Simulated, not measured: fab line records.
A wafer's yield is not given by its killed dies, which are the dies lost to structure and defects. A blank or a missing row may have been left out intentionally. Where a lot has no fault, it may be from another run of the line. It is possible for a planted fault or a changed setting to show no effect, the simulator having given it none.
Which tool did it? / flow gf180mcu / 11 lots, 33 wafers sampled, at 3 steps of a route of 602

WHAT THE GAUGES SHOWED, per wafer
GF_M2_RS_MEAS_05: measurement is done with a four-point probe.
lot=L724; measured=day 19 17:41; on=film_metro-02; M2_ALCU_RS (ohm/sq)=0.0692 0.0700 0.0694
lot=L726; measured=day 20 08:46; on=film_metro-04; M2_ALCU_RS (ohm/sq)=0.0696 0.0698 0.0698
lot=L729; measured=day 21 14:20; on=film_metro-04; M2_ALCU_RS (ohm/sq)=0.0711 0.0714 0.0711
lot=L730; measured=day 21 22:47; on=film_metro-02; M2_ALCU_RS (ohm/sq)=0.0695 0.0694 0.0699
lot=L731; measured=day 22 03:18; on=film_metro-03; M2_ALCU_RS (ohm/sq)=0.0698 0.0701 0.0697
lot=L732; measured=day 22 07:22; on=film_metro-04; M2_ALCU_RS (ohm/sq)=0.0695 0.0706 0.0694
lot=L735; measured=day 23 14:04; on=film_metro-04; M2_ALCU_RS (ohm/sq)=0.0696 0.0691 0.0692
lot=L739; measured=day 25 02:20; on=film_metro-02; M2_ALCU_RS (ohm/sq)=0.0507 0.0510 0.0510
lot=L740; measured=day 25 04:46; on=film_metro-03; M2_ALCU_RS (ohm/sq)=0.0513 0.0519 0.0514
lot=L742; measured=day 25 17:10; on=film_metro-03; M2_ALCU_RS (ohm/sq)=0.0700 0.0703 0.0702
lot=L743; measured=day 25 21:13; on=film_metro-03; M2_ALCU_RS (ohm/sq)=0.0695 0.0693 0.0694

WHAT TOOL EACH LOT RAN ON (gives the tool, then ch and the chambers of the sampled wafers, and finally the start)
lot=L724; GF_M2_SPUTTER_01=pvd_sputter-01, day 19 17:34; GF_M2_SPUTTER_02=pvd_sputter-01, day 19 17:35
lot=L726; GF_M2_SPUTTER_01=pvd_sputter-03, day 20 08:38; GF_M2_SPUTTER_02=pvd_sputter-03, day 20 08:40
lot=L729; GF_M2_SPUTTER_01=pvd_sputter-03, day 21 14:13; GF_M2_SPUTTER_02=pvd_sputter-03, day 21 14:15
lot=L730; GF_M2_SPUTTER_01=pvd_sputter-01, day 21 22:36; GF_M2_SPUTTER_02=pvd_sputter-01, day 21 22:38
lot=L731; GF_M2_SPUTTER_01=pvd_sputter-01, day 22 03:11; GF_M2_SPUTTER_02=pvd_sputter-01, day 22 03:13
lot=L732; GF_M2_SPUTTER_01=pvd_sputter-03, day 22 07:14; GF_M2_SPUTTER_02=pvd_sputter-03, day 22 07:16
lot=L735; GF_M2_SPUTTER_01=pvd_sputter-01, day 23 13:54; GF_M2_SPUTTER_02=pvd_sputter-01, day 23 13:56
lot=L739; GF_M2_SPUTTER_01=pvd_sputter-03, day 25 02:11; GF_M2_SPUTTER_02=pvd_sputter-03, day 25 02:13
lot=L740; GF_M2_SPUTTER_01=pvd_sputter-03, day 25 04:37; GF_M2_SPUTTER_02=pvd_sputter-03, day 25 04:39
lot=L742; GF_M2_SPUTTER_01=pvd_sputter-01, day 25 17:01; GF_M2_SPUTTER_02=pvd_sputter-01, day 25 17:03
lot=L743; GF_M2_SPUTTER_01=pvd_sputter-02, day 25 21:06; GF_M2_SPUTTER_02=pvd_sputter-02, day 25 21:08
- GF_M2_SPUTTER_01: material TiN, target thk 30 nm, time 25 s.
- GF_M2_SPUTTER_02: material AlCu, target thk 450 nm, time 23.9 s.

THE ANSWER, worked out from the rows above alone
Rule: the lots themselves supply what counts as usual. Put in order of their means at a reading, lots are off if they are a third of the lots or fewer, leave a main group of 4 or more, and stand apart from it by a gap of 3 or more times the standard deviation of the main group's means; of several such gaps the widest counts. Not used: any main group whose means are identical at the precision the tables above print for the reading. A lot without any number at a reading at which 4 lots or more have one is off too. The other lots that the step has rows for count as sound.
Off: L739, L740, seen at GF_M2_RS_MEAS_05 (M2_ALCU_RS). For the main group the mean is 0.0698 ohm/sq and the standard deviation 0.00054.
If a tool, at a process step before that reading, ran all the lots that are off and no sound lot after the first of them, it fits. Gauges at GF_M2_RS_MEAS_05: tried the same way as those tools. One fits: pvd_sputter-03 at GF_M2_SPUTTER_01 and GF_M2_SPUTTER_02. At GF_M2_SPUTTER_01 its last sound lot is L732 (day 22 07:14), its first lot that is off L739 (day 25 02:11): a fault that began between those two fits.

WHAT THE SIMULATOR HAD PUT IN
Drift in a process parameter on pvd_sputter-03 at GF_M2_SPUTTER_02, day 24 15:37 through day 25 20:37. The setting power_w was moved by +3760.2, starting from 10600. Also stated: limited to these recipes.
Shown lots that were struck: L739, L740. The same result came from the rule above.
